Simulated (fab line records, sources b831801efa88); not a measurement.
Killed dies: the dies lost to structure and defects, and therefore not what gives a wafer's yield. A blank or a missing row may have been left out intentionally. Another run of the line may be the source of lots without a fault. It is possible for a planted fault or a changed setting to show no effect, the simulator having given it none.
The tool behind it: which one?	flow sky130	14 lots with 42 wafers sampled at 2 steps, on a route of 708 steps

== WHAT THE GAUGES SHOWED, per wafer ==
SKY_CONTACT_THK_MEAS_03.
lot	measured	on	CONTACT_HDPCVD_THK (nm)
L428	day 31 02:38	film metro-02	551 560 558
L429	day 31 04:29	film metro-01	551 563 565
L430	day 31 10:45	film metro-02	568 565 558
L431	day 31 20:31	film metro-04	553 558 558
L432	day 32 01:45	film metro-02	563 563 564
L433	day 32 18:14	film metro-01	567 575 570
L434	day 32 20:40	film metro-01	622 608 605
L435	day 33 02:24	film metro-02	605 605 607
L437	day 33 18:39	film metro-04	615 611 612
L445	day 36 10:21	film metro-01	555 549 565
L447	day 36 19:25	film metro-02	556 554 563
L448	day 37 02:27	film metro-02	567 562 562
L449	day 37 15:20	film metro-04	550 564 563
L450	day 37 17:16	film metro-01	574 564 569

== EACH LOT AND THE TOOL THAT RAN IT (in order: tool; ch and the chambers of the sampled wafers; start) ==
lot	SKY_CONTACT_HDPCVD_02
L428	hdpcvd-02 ch 0,1,2, day 31 02:33
L429	hdpcvd-01 ch 1,2, day 31 04:25
L430	hdpcvd-01 ch 0,1,2, day 31 10:41
L431	hdpcvd-02 ch 1,2, day 31 20:27
L432	hdpcvd-01 ch 0,1, day 32 01:40
L433	hdpcvd-01 ch 0,1,2, day 32 18:10
L434	hdpcvd-01 ch 1,2, day 32 20:34
L435	hdpcvd-01 ch 0,1,2, day 33 02:20
L437	hdpcvd-01 ch 0,1, day 33 18:35
L445	hdpcvd-02 ch 0,1,2, day 36 10:16
L447	hdpcvd-01 ch 0,1, day 36 19:20
L448	hdpcvd-01 ch 0,1, day 37 02:22
L449	hdpcvd-01 ch 0,1,2, day 37 15:16
L450	hdpcvd-01 ch 0,1, day 37 17:11
- SKY_CONTACT_HDPCVD_02: deposits SiO2, target thk 565 nm, time 94.2 s.

== AS READ BY THE TOOLS THEMSELVES (means over the sampled wafers that have a number; for cases with no such wafer, the mark the record gives instead) ==
SKY_CONTACT_HDPCVD_02.
lot	tool	run length s (s)
L428	hdpcvd-02	122.0
L429	hdpcvd-01	122.0
L430	hdpcvd-01	121.7
L431	hdpcvd-02	122.0
L432	hdpcvd-01	121.3
L433	hdpcvd-01	121.6
L434	hdpcvd-01	129.1
L435	hdpcvd-01	128.7
L437	hdpcvd-01	129.1
L445	hdpcvd-02	121.9
L447	hdpcvd-01	121.4
L448	hdpcvd-01	121.3
L449	hdpcvd-01	121.8
L450	hdpcvd-01	121.5

== THE ANSWER, worked out from the rows above alone ==
Rule: what is usual is taken from the lots themselves. The widest of any qualifying gaps counts: lots, ordered by their means at a reading, are off when they make up no more than a third of the lots, leave a main group of 4 or more, and stand apart from it by 3 or more times the standard deviation of that group's means. The tables above print the reading to a certain number of digits; a main group whose means all agree to those digits is not used. A lot without any number at a reading at which 4 lots or more have one is off too. Any other lot the step has rows for is counted as sound. First the gauges in route order, then the tools' own readings, where a lot's mean is used as printed above. At the first step where some lot is off, the reading lying furthest off is the one used; lots without a number count as furthest.
Off: L434, L435, L437, seen at SKY_CONTACT_THK_MEAS_03 (CONTACT_HDPCVD_THK). Mean 561 nm and standard deviation 4.8 in the main group.
A tool fits if, at a process step before that reading, it ran every lot that is off, and no sound lot after the first of them. The gauges at SKY_CONTACT_THK_MEAS_03 aren't tried: what is off there is off at SKY_CONTACT_HDPCVD_02 too, on other tools, and a gauge's error can't cause that. None of those tried fits.

== WHAT HAD BEEN PUT IN BY THE SIMULATOR ==
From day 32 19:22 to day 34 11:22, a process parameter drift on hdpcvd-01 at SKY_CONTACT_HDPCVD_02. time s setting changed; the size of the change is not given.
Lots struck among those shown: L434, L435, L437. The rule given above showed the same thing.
